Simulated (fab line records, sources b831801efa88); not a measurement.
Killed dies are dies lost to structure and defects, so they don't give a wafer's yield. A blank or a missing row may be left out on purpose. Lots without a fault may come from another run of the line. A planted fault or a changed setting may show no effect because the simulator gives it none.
Split-lot experiment | flow gf180mcu | 5 lots, 23 wafers read, on a route of 602 steps

THE SPLIT
At GF_VT_IMPLANT_IMPLANT_08, the setting energy_kev was moved away from the recipe's 20 on 7 of the 23 wafers read, by -7.7% to +6.2%. The other wafers ran this setting at the recipe's value.

FROM THE SPLIT TO THE READING: what the file shows between them, 1 step
- GF_VT_IMPLANT_STRIP_09: strips in O2/N2

THE READING
VT_IMPLANT_TW, at GF_VT_IMPLANT_TW_MEAS_10. Fault-free wafers of this fab line usually give 562, standard deviation 5.2.

wafer  | tool, chamber at the split | energy_kev as run | against the recipe | VT_IMPLANT_TW | against lot-mates on the recipe
L079.1 | implanter-04, 0            | 20                | recipe             | 565           | -
L079.3 | implanter-04, 0            | 20                | recipe             | 569           | -
L079.4 | implanter-04, 0            | 20                | recipe             | 570           | -
L079.5 | implanter-04, 0            | 18.47             | -7.7%              | 557           | -11
L079.6 | implanter-04, 0            | 18.47             | -7.7%              | 557           | -11
L081.1 | implanter-02, 0            | 20                | recipe             | 560           | -
L081.2 | implanter-02, 0            | 20                | recipe             | 557           | -
L081.3 | implanter-02, 0            | 20                | recipe             | 563           | -
L081.5 | implanter-02, 0            | 20                | recipe             | 560           | -
L081.6 | implanter-02, 0            | 20                | recipe             | 559           | -
L080.1 | implanter-02, 0            | 21.23             | +6.2%              | 579           | +11
L080.2 | implanter-02, 0            | 20                | recipe             | 570           | -
L080.3 | implanter-02, 0            | 21.23             | +6.2%              | 577           | +9
L080.4 | implanter-02, 0            | 20                | recipe             | 568           | -
L080.5 | implanter-02, 0            | 20                | recipe             | 566           | -
L082.1 | implanter-02, 0            | 20                | recipe             | 576           | -
L082.2 | implanter-02, 0            | 19.29             | -3.6%              | 564           | -11
L082.3 | implanter-02, 0            | 19.29             | -3.6%              | 568           | -7
L082.4 | implanter-02, 0            | 20                | recipe             | 574           | -
L082.5 | implanter-02, 0            | 19.29             | -3.6%              | 567           | -8
L085.3 | implanter-04, 0            | 20                | recipe             | 559           | -
L085.4 | implanter-04, 0            | 20                | recipe             | 557           | -
L085.6 | implanter-04, 0            | 20                | recipe             | 560           | -

THE FIT
A straight line over all 23 wafers: VT_IMPLANT_TW changes by +1.22 for each +1% of energy_kev; r = +0.57; the points scatter about the line by 5.8.
The same after taking each lot's own level away (the mean of its wafers on the recipe; 23 wafers): +1.65 for each +1%; r = +0.94; scatter 2.
On that fit, the largest move of energy_kev shifts the reading by 13.
The lots' own levels span 558.7 to 575.0, that is 3.1 times the standard deviation above.
So the lot-to-lot level blurs the effect unless lot-mates are compared.
Check: with one of the wafers moved furthest among these (-7.7%) left out of the fit, the line predicts -13.5 for it against its lot-mates. It came out at -11 against them.

OTHER SPLITS ON THESE WAFERS
These wafers also went through other splits before the reading. Each is held against what the fit with the lots' levels taken away leaves over:
other split on the same wafers   | wafers away from the commonest value | r with VT_IMPLANT_TW (lot level and that fit taken away)
GF_STI_CVD_03 temp_c             | 15                                   | -0.32
GF_STI_DEVELOP_11 develop_time_s | 11                                   | -0.07
GF_DNWELL_COAT_02 resist_thk_nm  | 7                                    | -0.06
GF_NWELL_IMPLANT_09 energy_kev   | 5                                    | -0.16
GF_LVPWELL_IMPLANT_08 energy_kev | 7                                    | -0.01
GF_MVSD_SOFTBAKE_03 temp_c       | 8                                    | +0.02
GF_MVSD_IMPLANT_08 dose_cm2      | 6                                    | -0.05

THE WHOLE CHAIN: every reading that the file lists as answering this split, in the file's order
step                     | what it does | reading                                                         | change (the file's fit)                | r (the file's)
GF_VT_IMPLANT_IMPLANT_08 |              | implant.rp_nm (the simulator's own value, which no gauge read)  | +0.136 nm for each +1% of the setting  | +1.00
GF_VT_IMPLANT_IMPLANT_08 |              | implant.drp_nm (the simulator's own value, which no gauge read) | +0.0688 nm for each +1% of the setting | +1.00
GF_VT_IMPLANT_TW_MEAS_10 |              | VT_IMPLANT_TW                                                   | +1.62 for each +1% of the setting      | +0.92

THE FILE'S OWN FIT
VT_IMPLANT_TW changes by +1.62 for each +1% of energy_kev, r = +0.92.
